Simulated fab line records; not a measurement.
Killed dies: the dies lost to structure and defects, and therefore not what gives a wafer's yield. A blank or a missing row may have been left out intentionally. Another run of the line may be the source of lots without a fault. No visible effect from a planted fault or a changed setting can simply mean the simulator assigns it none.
Chamber matching | flow gf180mcu | GF_V2_CMP_04 on cmp-01 has 4 sister chambers
The step polishes SiO2. 22 wafers are shown with their chamber, then 11 later ones without.

== EACH WAFER AND ITS CHAMBER ==
wafer  | chamber | motorCurrentA (A) | timeToEndpointS (s)
L313.1 | 2       | 10.7              | 71
L313.4 | 0       | 12.6              | 73
L313.6 | 3       | 14.0              | 83
L314.1 | 3       | 13.6              | 75
L314.2 | 1       | 11.6              | 72
L314.6 | 3       | 13.8              | 73
L322.2 | 0       | 12.8              | 74
L322.4 | 2       | 11.6              | 78
L322.6 | 0       | 12.9              | 74
L323.2 | 0       | 13.0              | 74
L323.5 | 2       | 11.1              | 71
L323.6 | 3       | 13.3              | 67
L328.1 | 1       | 12.4              | 77
L328.2 | 3       | 14.1              | 80
L328.3 | 2       | 11.5              | 70
L329.2 | 3       | 13.5              | 81
L329.4 | 2       | 11.2              | 69
L329.5 | 1       | 12.5              | 84
L330.1 | 2       | 11.7              | 77
L330.3 | 1       | 11.4              | 88
L330.4 | 0       | 12.7              | 85
L332.1 | 0       | 12.6              | 82

SIGNATURES (means of the wafers above)
reading         | chamber 0 | chamber 1 | chamber 2 | chamber 3 | scatter within a chamber
motorCurrentA   | 12.767    | 11.975    | 11.300    | 13.717    | 0.352
timeToEndpointS | 77.00     | 80.25     | 72.67     | 76.50     | 5.46
Rule: a wafer's distance from a chamber is the root of the sum, over the readings, of the square of ((its reading less the chamber's mean) divided by the reading's scatter). If the next closest chamber is less than 2 further off than the closest, the wafer can't be placed; otherwise it belongs to the closest. How the scatter is found: for the shown wafers, subtract from each reading the mean of its chamber, square and add these, divide the total by (wafers less chambers), then take the root.

== WAFERS WITHOUT THEIR CHAMBER ==
wafer  | motorCurrentA (A) | timeToEndpointS (s)
L332.3 | 13.0              | 73
L332.4 | 11.3              | 74
L333.1 | 11.7              | 83
L333.2 | 13.6              | 72
L333.6 | 11.3              | 68
L335.1 | 12.8              | 77
L335.3 | 11.6              | 84
L335.5 | 10.7              | 83
L336.1 | 11.8              | 81
L336.3 | 13.4              | 87
L336.6 | 13.9              | 87

== THE CHAMBER EACH PASSED THROUGH ==
wafer  | from the rows above     | in truth
L332.3 | can't be placed: 0 or 3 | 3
L332.4 | can't be placed: 2 or 1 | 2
L333.1 | can't be placed: 1 or 2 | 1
L333.2 | can't be placed: 3 or 0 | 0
L333.6 | 2                       | 2
L335.1 | 0                       | 0
L335.3 | can't be placed: 1 or 2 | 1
L335.5 | can't be placed: 2 or 1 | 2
L336.1 | can't be placed: 1 or 2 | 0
L336.3 | can't be placed: 3 or 0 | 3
L336.6 | can't be placed: 3 or 0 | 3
Placed correctly: 2 of 11. Not placeable from these rows: 9 (in 8, the candidates include the true chamber). Placed wrongly: 0.
